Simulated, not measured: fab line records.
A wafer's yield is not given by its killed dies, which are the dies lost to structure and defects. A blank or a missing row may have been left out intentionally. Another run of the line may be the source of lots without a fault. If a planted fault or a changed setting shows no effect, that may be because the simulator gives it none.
What tool caused it? -- flow gf180mcu -- Sampling: 10 lots, 29 wafers, 6 of 602 route steps

## WHAT THE GAUGES SHOWED, per wafer
GF_TOP_METAL_RS_MEAS_05: uses a four-point probe to measure.
lot,measured,on,TOP_METAL_ALCU_RS (ohm/sq)
L925,day 27 04:02,film-metro-03,0.0327 0.0329 0.0329
L926,day 27 07:59,film-metro-02,0.0321 0.0327 0.0322
L927,day 27 12:40,film-metro-01,0.0322 0.0321 0.0321
L928,day 28 04:42,film-metro-03,0.0330 0.0326 0.0328
L929,day 28 12:07,film-metro-02,0.0330 0.0330 0.0324
L938,day 31 01:53,film-metro-03,0.0793 0.0322
L943,day 32 20:41,film-metro-02,0.0324 0.0326 0.0325
L944,day 33 02:49,film-metro-03,0.0324 0.0326 0.0324
L945,day 33 05:13,film-metro-02,0.0328 0.0327 0.0329
L948,day 33 15:33,film-metro-02,0.0324 0.0324 0.0323

GF_TOP_METAL_THK_MEAS_06: measures by xrf.
lot,measured,on,TOP_METAL_ALCU_THK (nm)
L925,day 27 04:09,film-metro-03,904 892 896
L926,day 27 08:06,film-metro-02,923 900 918
L927,day 27 12:46,film-metro-01,925 927 927
L928,day 28 04:48,film-metro-03,895 898 893
L929,day 28 12:14,film-metro-02,902 899 918
L938,day 31 02:00,film-metro-03,376 911
L943,day 32 20:49,film-metro-02,914 912 915
L944,day 33 02:56,film-metro-03,906 900 904
L945,day 33 05:20,film-metro-02,907 911 901
L948,day 33 15:40,film-metro-02,916 919 925

## TOOL THAT RAN EACH LOT (tool first, then ch and the chambers of the sampled wafers, then the start)
lot,GF_V3_CVD_02,GF_MIM_SPUTTER_00,GF_M5_ETCH_09,GF_TOP_METAL_SPUTTER_02
L925,"pecvd-01 ch 0,1, day 21 09:53","pvd-sputter-02, day 24 10:28","rie-diel-03 ch 1,3, day 26 04:55","pvd-sputter-03, day 27 03:56"
L926,"pecvd-02 ch 0,1, day 21 13:08","pvd-sputter-03, day 24 13:59","rie-diel-02 ch 0,3, day 26 08:35","pvd-sputter-01, day 27 07:53"
L927,"pecvd-01 ch 0,2, day 21 19:28","pvd-sputter-01, day 24 18:37","rie-diel-04 ch 1,2, day 26 13:20","pvd-sputter-04, day 27 12:32"
L928,"pecvd-02 ch 1,2, day 22 12:00","pvd-sputter-03, day 25 11:43","rie-diel-02 ch 0,2,3, day 27 05:49","pvd-sputter-03, day 28 04:34"
L929,"pecvd-04 ch 0,1, day 22 22:56","pvd-sputter-03, day 25 19:57","rie-diel-03 ch 0,1,3, day 27 13:50","pvd-sputter-01, day 28 12:02"
L938,"pecvd-01 ch 0, day 25 23:28","pvd-sputter-03, day 28 16:02","rie-diel-04 ch 1,2, day 30 05:20","pvd-sputter-01, day 31 01:47"
L943,"pecvd-01 ch 0,1,2, day 27 23:03","pvd-sputter-03, day 30 13:25","rie-diel-03 ch 1,2, day 32 01:26","pvd-sputter-03, day 32 20:36"
L944,"pecvd-01 ch 0,1,2, day 28 08:28","pvd-sputter-01, day 30 21:27","rie-diel-02 ch 0,1,3, day 32 07:44","pvd-sputter-04, day 33 02:43"
L945,"pecvd-01 ch 0,1,2, day 28 10:56","pvd-sputter-01, day 30 23:36","rie-diel-03 ch 0,1,2, day 32 09:47","pvd-sputter-04, day 33 05:07"
L948,"pecvd-04 ch 0,1, day 28 23:05","pvd-sputter-03, day 31 10:18","rie-diel-03 ch 0,1,2, day 32 20:56","pvd-sputter-04, day 33 15:28"
- GF_V3_CVD_02: deposits SiO2 from TEOS, target thk 850 nm, time 94.851 s.
- GF_MIM_SPUTTER_00: material Ti, target thk 37.5 nm, time 150 s.
- GF_M5_ETCH_09: etches Si3N4 in CF4/O2, target depth 52 nm, time 11.6 s.
- GF_TOP_METAL_SPUTTER_02: material AlCu, target thk 900 nm, time 47.82 s.

## AS READ BY THE TOOLS THEMSELVES (means over the sampled wafers that have a number; for cases with no such wafer, the mark the record gives instead)
GF_V3_CVD_02.
lot,tool,heater-power-w (W),rf-fwd-power-W (W)
L925,pecvd-01,630,597.3
L926,pecvd-02,635,598.1
L927,pecvd-01,592,594.5
L928,pecvd-02,543,595.6
L929,pecvd-04,508,595.3
L938,pecvd-01,719,596.0
L943,pecvd-01,601,595.7
L944,pecvd-01,591,594.6
L945,pecvd-01,536,594.1
L948,pecvd-04,630,595.3

GF_MIM_SPUTTER_00.
lot,tool,throttle-valve-pct (%)
L925,pvd-sputter-02,29.8
L926,pvd-sputter-03,30.3
L927,pvd-sputter-01,29.0
L928,pvd-sputter-03,30.2
L929,pvd-sputter-03,29.2
L938,pvd-sputter-03,30.0
L943,pvd-sputter-03,30.3
L944,pvd-sputter-01,28.2
L945,pvd-sputter-01,28.2
L948,pvd-sputter-03,30.4

GF_M5_ETCH_09.
lot,tool,O2_flow_sccm (sccm),chamber-pressure-mTorr (mTorr),drypump-motor-current-A (A),oes-product-au (a.u.),rf-fwd-power-W (W),throttle-valve-pct (%)
L925,rie-diel-03,10.00,149.81,5.8,1.012,787,5.978
L926,rie-diel-02,9.96,150.00,6.3,0.996,783,5.973
L927,rie-diel-04,10.04,149.93,6.5,0.990,783,5.980
L928,rie-diel-02,10.00,150.07,5.9,0.993,782,5.978
L929,rie-diel-03,10.02,149.83,5.8,1.003,789,5.978
L938,rie-diel-04,10.00,150.01,6.5,0.996,786,5.969
L943,rie-diel-03,10.00,150.01,5.9,1.007,785,5.971
L944,rie-diel-02,9.98,150.12,6.0,0.997,784,5.980
L945,rie-diel-03,9.99,149.99,6.0,1.003,785,5.975
L948,rie-diel-03,10.01,149.83,6.0,1.003,787,5.959

GF_TOP_METAL_SPUTTER_02.
lot,tool,throttle-valve-pct (%)
L925,pvd-sputter-03,30.3
L926,pvd-sputter-01,29.4
L927,pvd-sputter-04,30.2
L928,pvd-sputter-03,29.7
L929,pvd-sputter-01,29.6
L938,pvd-sputter-01,28.0
L943,pvd-sputter-03,29.3
L944,pvd-sputter-04,30.1
L945,pvd-sputter-04,30.3
L948,pvd-sputter-04,30.1

## THE ANSWER, worked out from the rows above alone
Rule: the lots themselves supply what counts as usual. Put in order of their means at a reading, lots are off if they are a third of the lots or fewer, leave a main group of 4 or more, and stand apart from it by a gap of 3 or more times the standard deviation of the main group's means; of several such gaps the widest counts. Not used: any main group whose means are identical at the precision the tables above print for the reading. A lot without any number at a reading at which 4 lots or more have one is off too. The other lots that the step has rows for count as sound. The gauges are gone through in route order, then the tools' own readings, and for those a lot's mean is taken as printed above. At the first step where some lot is off, the reading lying furthest off is the one used; lots without a number count as furthest.
Off: at GF_TOP_METAL_RS_MEAS_05 (TOP_METAL_ALCU_RS), L938. Mean 0.0326 ohm/sq and standard deviation 0.00024 in the main group.
A tool fits if, at a process step before that reading, it ran every lot that is off, and no sound lot after the first of them. Not tried: the gauges at GF_TOP_METAL_RS_MEAS_05; whatever is off there is also off at GF_M5_ETCH_09, on other tools, and gauge error can't account for it. Can't be told from this: 2 tools fit, rie-diel-04 at GF_M5_ETCH_09, pvd-sputter-01 at GF_TOP_METAL_SPUTTER_02.

## WHAT WAS PUT IN BY THE SIMULATOR
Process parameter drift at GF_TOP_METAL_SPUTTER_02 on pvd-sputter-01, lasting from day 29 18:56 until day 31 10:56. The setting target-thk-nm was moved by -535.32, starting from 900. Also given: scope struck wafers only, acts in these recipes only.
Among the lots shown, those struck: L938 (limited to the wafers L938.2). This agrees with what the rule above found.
